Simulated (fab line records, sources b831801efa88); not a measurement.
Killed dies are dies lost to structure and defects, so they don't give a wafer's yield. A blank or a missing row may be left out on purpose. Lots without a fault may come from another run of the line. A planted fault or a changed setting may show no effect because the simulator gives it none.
Chamber matching | flow gf180mcu | GF_V5_CVD_02 on pecvd-04: 3 sister chambers
The step deposits SiO2 from TEOS, target thk 1450 nm, time 163.28 s. 6 wafers are shown with their chamber, then 7 later ones without.

WAFERS WITH THEIR CHAMBER
wafer  | chamber | heater_power_w (W)
L080.1 | 2       | 645
L080.4 | 2       | 530
L080.5 | 1       | 827
L080.6 | 0       | 659
L085.1 | 1       | 800
L085.3 | 0       | 680

WAFERS WITHOUT THEIR CHAMBER
wafer  | heater_power_w (W)
L085.6 | 680
L086.1 | 546
L086.4 | 639
L086.5 | 549
L091.1 | 829
L091.2 | 648
L091.3 | 636

WHICH CHAMBER EACH WENT THROUGH
wafer  | from the rows above     | in truth
L085.6 | can't be placed: 0 or 2 | 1
L086.1 | can't be placed: 2 or 0 | 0
L086.4 | can't be placed: 0 or 2 | 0
L086.5 | can't be placed: 2 or 0 | 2
L091.1 | 1                       | 1
L091.2 | can't be placed: 0 or 2 | 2
L091.3 | can't be placed: 0 or 2 | 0
Placed correctly: 1 of 7. Can't be placed from these rows: 6 (the true chamber is among the candidates in 5). Placed wrongly: 0.
How it was worked out, from the rows above alone: a wafer's distance from a chamber is the root of the sum, over the readings, of the square of ((its reading less the chamber's mean) divided by the reading's scatter). The wafer belongs to the nearest chamber; if the next one is less than 2 further off, it can't be placed. A chamber's mean is the mean of its shown wafers. The scatter: the root of (the sum of the squares of (reading less its chamber's mean) over the shown wafers, divided by (wafers less chambers)).
